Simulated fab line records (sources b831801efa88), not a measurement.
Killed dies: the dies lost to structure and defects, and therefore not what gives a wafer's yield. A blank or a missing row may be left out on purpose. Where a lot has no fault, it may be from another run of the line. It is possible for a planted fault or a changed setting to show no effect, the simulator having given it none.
What tool caused it? / flow sky130 / 12 lots, 36 wafers sampled, at 2 steps of a route of 708

== WHAT THE GAUGES READ, wafer by wafer ==
SKY_VT_ADJUST_HVTP_CD_MEAS_07: the cd target is 380 nm.
lot=L215; measured=day 7 04:47; on=cd sem-01; cd nm (nm)=376.0 378.8 377.0
lot=L216; measured=day 7 12:11; on=cd sem-02; cd nm (nm)=380.2 376.1 379.1
lot=L219; measured=day 8 05:36; on=cd sem-01; cd nm (nm)=381.2 378.8 380.1
lot=L220; measured=day 8 11:33; on=cd sem-02; cd nm (nm)=379.1 375.6 378.8
lot=L222; measured=day 8 23:41; on=cd sem-01; cd nm (nm)=377.5 379.7 377.2
lot=L225; measured=day 9 20:32; on=cd sem-02; cd nm (nm)=378.4 381.6 379.5
lot=L226; measured=day 10 02:19; on=cd sem-02; cd nm (nm)=379.1 381.0 380.4
lot=L229; measured=day 10 23:40; on=cd sem-02; cd nm (nm)=380.0 380.3 380.6
lot=L231; measured=day 11 10:19; on=cd sem-02; cd nm (nm)=376.6 378.3 375.7
lot=L233; measured=day 11 21:01; on=cd sem-01; cd nm (nm)=377.7 376.4 376.2
lot=L234; measured=day 12 05:21; on=cd sem-01; cd nm (nm)=384.8 385.0 384.1
lot=L235; measured=day 12 12:41; on=cd sem-02; cd nm (nm)=384.4 384.8 383.1

SKY_VT_ADJUST_LVTN_OVL_MEAS_07.
lot=L215; measured=day 8 00:43; on=overlay-01; VT_ADJUST_LVTN_OVL (nm)=0.4 -0.8 0.6
lot=L216; measured=day 8 09:26; on=overlay-02; VT_ADJUST_LVTN_OVL (nm)=-0.9 -1.7 0.2
lot=L219; measured=day 9 03:01; on=overlay-02; VT_ADJUST_LVTN_OVL (nm)=-1.2 0.1 -0.3
lot=L220; measured=day 9 09:03; on=overlay-01; VT_ADJUST_LVTN_OVL (nm)=-1.4 -2.4 -2.1
lot=L222; measured=day 9 21:34; on=overlay-01; VT_ADJUST_LVTN_OVL (nm)=0.4 -0.3 0.0
lot=L225; measured=day 10 20:17; on=overlay-02; VT_ADJUST_LVTN_OVL (nm)=0.8 0.1 -0.2
lot=L226; measured=day 11 02:04; on=overlay-02; VT_ADJUST_LVTN_OVL (nm)=-0.3 -0.9 -2.6
lot=L229; measured=day 12 01:05; on=overlay-01; VT_ADJUST_LVTN_OVL (nm)=-2.0 -0.4 -0.8
lot=L231; measured=day 12 11:55; on=overlay-01; VT_ADJUST_LVTN_OVL (nm)=-1.4 0.0 -1.3
lot=L233; measured=day 12 22:24; on=overlay-02; VT_ADJUST_LVTN_OVL (nm)=0.2 0.5 -0.5
lot=L234; measured=day 13 08:07; on=overlay-02; VT_ADJUST_LVTN_OVL (nm)=-2.1 0.6 -0.4
lot=L235; measured=day 13 15:13; on=overlay-02; VT_ADJUST_LVTN_OVL (nm)=-1.1 0.0 -1.1

== EACH LOT AND THE TOOL THAT RAN IT (in order: tool; ch and the chambers of the sampled wafers; start) ==
The record holds no process step before these readings.

== AS READ BY THE TOOLS THEMSELVES (means over the sampled wafers that have a number; for cases with no such wafer, the mark the record gives instead) ==
The record holds no such reading with a usual standard deviation.

== THE ANSWER, worked out from the rows above alone ==
Rule: the usual values come from the lots themselves. The widest of any qualifying gaps counts: lots, ordered by their means at a reading, are off when they make up no more than a third of the lots, leave a main group of 4 or more, and stand apart from it by 3 or more times the standard deviation of that group's means. The tables above print the reading to a certain number of digits; a main group whose means all agree to those digits is not used. Also off: a lot with no number at a reading for which 4 or more lots have one. The other lots that the step has rows for count as sound. First the gauges in route order, then the tools' own readings, where a lot's mean is used as printed above. The first step at which some lot is off is used, and at that step the reading that is off furthest; a lot without a number counts as furthest.
No lot is off at any reading shown: from this, nothing can be told.

== WHAT THE SIMULATOR HAD INSERTED ==
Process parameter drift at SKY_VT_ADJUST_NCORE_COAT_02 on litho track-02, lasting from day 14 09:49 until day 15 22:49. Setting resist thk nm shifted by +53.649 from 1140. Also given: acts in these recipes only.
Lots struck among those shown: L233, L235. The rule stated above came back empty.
